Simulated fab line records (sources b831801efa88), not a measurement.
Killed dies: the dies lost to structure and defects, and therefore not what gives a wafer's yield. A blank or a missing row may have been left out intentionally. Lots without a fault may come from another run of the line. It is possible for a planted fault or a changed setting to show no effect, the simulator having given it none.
2 desks, one fault | flow sky130 | each desk holds nothing but its own numbers, with what lay behind them at the end

== FOR THE TOOL OWNER'S DESK: rie-diel-03 ==
The tool's own readings at SKY_VIA2_ETCH_15 (etches SiO2 in C4F8/O2/Ar, stops on TiN, target depth 546 nm, time 84 s): means of the sampled wafers that have a number, for each lot that ran on this tool. Marked OUT: a lot whose mean sits more than 4 standard deviations from the usual mean, which makes it out of limits; the brackets give that distance.
Columns: A = bias-w at SKY_VIA2_ETCH_15, usual 1200 W; B = chamber-pressure-mTorr at SKY_VIA2_ETCH_15, usual 40.00 mTorr; C = oes-product-au at SKY_VIA2_ETCH_15, usual 0.940 a.u.
lot  | first seen here | A              | B     | C
L704 | day 37 09:42    | 1202           | 39.96 | 0.938
L711 | day 37 14:59    | 1199           | 40.01 | 0.942
L714 | day 38 23:38    | 1200           | 39.98 | 0.937
L723 | day 43 11:32    | 1200           | 39.99 | 0.937
L722 | day 43 19:32    | 1085 (-31) OUT | 40.03 | 0.930
This desk's verdict: out of limits on L722, starting with L722 at day 43 19:32 (bias-w at SKY_VIA2_ETCH_15). Within limits: L704, L711, L714, L723.

== AT THE METROLOGY DESK ==
What the gauges read, lot by lot, whatever tool the lot ran on: means of the sampled wafers that have a number. Marked OUT: a lot whose mean sits more than 4 standard deviations from the usual mean, which makes it out of limits; the brackets give that distance.
Columns: A = VIA2_HDPCVD_THK at SKY_VIA2_THK_MEAS_01, usual 1181 nm
lot  | first seen here | A
L709 | day 36 06:54    | 1191
L704 | day 36 07:19    | 1180
L707 | day 36 07:35    | 1180
L706 | day 36 09:11    | 1177
L710 | day 36 09:30    | 1155
L711 | day 36 12:06    | 1198
L714 | day 37 22:44    | 1183
L719 | day 42 10:56    | 1182
L717 | day 42 11:45    | 1179
L723 | day 42 12:24    | 1180
L718 | day 42 12:31    | 1186
L722 | day 42 19:59    | 1182
Finding of this desk: none of the 12 lots has anything out of limits.

== TAKEN TOGETHER ==
An alarm could have come from the tool owner's desk at day 43 19:32, on L722.
The metrology desk saw nothing out of limits.
The metrology desk has L722 on record, within its limits.
On rie-diel-03, each named lot ran SKY_VIA2_ETCH_15.

== WHAT HAD BEEN PUT IN BY THE SIMULATOR ==
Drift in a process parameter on rie-diel-03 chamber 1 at SKY_VIA2_ETCH_15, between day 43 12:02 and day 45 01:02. Setting bias-w, moved by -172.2, from 1200. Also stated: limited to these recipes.
Shown lots that were struck: L722.
Delay in hours, fault start to first out-of-limits reading, by desk: the tool owner's desk at 8.
